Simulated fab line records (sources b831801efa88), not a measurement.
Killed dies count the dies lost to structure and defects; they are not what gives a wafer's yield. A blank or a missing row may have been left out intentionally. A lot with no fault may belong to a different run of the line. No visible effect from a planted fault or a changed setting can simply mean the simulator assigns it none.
Struck lot and sound lot, side by side || flow gf180mcu || 15 out of 602 route steps
Sound: wafers L202.2, L202.5, L202.6. Wafers L208.1, L208.2, L208.6 were the ones struck. The cause is given at the end.
Per side, at each step with rows, come the tool, then ch with its chambers, and then its first start. Under that, the readings that differ: sound wafers || struck wafers || difference of the means || sigmas: that difference in standard deviations of wafers without a fault.
alike: a reading whose means differ by less than 2 such deviations, as well as words and numbers matching on both sides. not compared: withheld readings; readings where some wafer has no value; bounds like >300 that might hide an equal value; numbers whose values overlap and for which the record gives no deviation.
Wherever a step has rows on one side only, a row that says differs or no value, or a row with sigmas, the two part there. Numbers that don't overlap but have no deviation are shown without sigmas and don't part them. A reading missing from all wafers of one side parts the sides only when that side holds two or more wafers.

GF_POLY_GATE_THK_MEAS_01:
  sound: filmMetro-04 at day 9 02:04; struck: filmMetro-04 at day 11 00:42
  alike: POLY_GATE_CVD_00_THK
then, 8 steps without rows for these wafers: GF_POLY_GATE_DEHYDRATE_02 (time 60 s); GF_POLY_GATE_HMDS_03 (prime time 60 s); GF_POLY_GATE_COAT_04; GF_POLY_GATE_COAT_05 (resist thk 700 nm); GF_POLY_GATE_SOFTBAKE_06 (time 60 s); GF_POLY_GATE_EXPOSE_07 (exposes mask Poly2, target cd 280 nm); GF_POLY_GATE_PEB_08 (peb time 90 s); GF_POLY_GATE_DEVELOP_09 (develop time 60 s).
GF_POLY_GATE_CD_MEAS_10: target cd 280 nm.
  sound: cdSem-01 at day 9 19:18; struck: cdSem-02 at day 11 19:05
  alike: cdNm
GF_POLY_GATE_OVL_MEAS_11:
  sound: overlay-01 at day 9 19:24; struck: overlay-02 at day 11 19:12
  alike: POLY_GATE_OVL
GF_POLY_GATE_ETCH_12: etches BARC in N2/H2.
  sound on rieDiel-02 ch 0,3, day 9 19:26; struck on rieDiel-02 ch 0,2,3, day 11 19:14
  alike: drypumpMotorCurrentA, oesProductAu, throttleValvePct
GF_POLY_GATE_ETCH_13: etches poly-Si in HBr/Cl2, stops on SiO2, target depth 198.5 nm, time 69.6 s.
  sound on rieSi-01 ch 0,3, day 9 19:29; struck on rieSi-02 ch 0,1,2, day 11 19:17
{"reading": "oesProductAu (a.u.)", "sound": "0.983 0.968 0.990", "struck": "1.006 1.006 0.985", "difference": "+0.019", "sigmas": "+2"}
{"reading": "runLengthS (s)", "sound": "97.9 97.4 97.6", "struck": "80.9 81.6 81.1", "difference": -16.4, "sigmas": -39}
{"reading": "model.etch.depthNm (nm)", "sound": "198 191.1 195.9", "struck": "150.8 148.9 145.9", "difference": -46.5, "sigmas": ""}
{"reading": "model.POLY_GATE.featureDepthNm (nm)", "sound": "198 191.1 195.9", "struck": "150.9 148.9 145.9", "difference": -46.4, "sigmas": ""}
  alike: drypumpMotorCurrentA, throttleValvePct
  not compared: rfHoursCounterH
GF_POLY_GATE_STRIP_14: strips in O2/N2.
  sound on plasmaAsher-01 ch 0,1, day 9 19:32; struck on plasmaAsher-02 ch 0,1, day 11 19:20
{"reading": "oesProductAu (a.u.)", "sound": "0.501 0.506 0.499", "struck": "0.513 0.520 0.520", "difference": "+0.016", "sigmas": "+3"}
  alike: drypumpMotorCurrentA, heaterPowerW
  not compared: rfHoursCounterH
-- record jumps: 20 days separate the struck wafers' starts on either side; left off in module POLY_GATE, taken up again in module PASSIVATION, whose first shown step is the route's number 602 --
GF_PASSIVATION_PROBE_99:
  only the struck wafers here have rows in the record (prober-02, day 31 11:42); the sound ones have none

== WHERE THEY PART ==
Last at GF_PASSIVATION_PROBE_99 as far as this record goes, first at GF_POLY_GATE_ETCH_13.

WHY: what had been put in by the simulator
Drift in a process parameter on rieSi-02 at GF_POLY_GATE_ETCH_13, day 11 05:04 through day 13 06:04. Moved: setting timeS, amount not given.
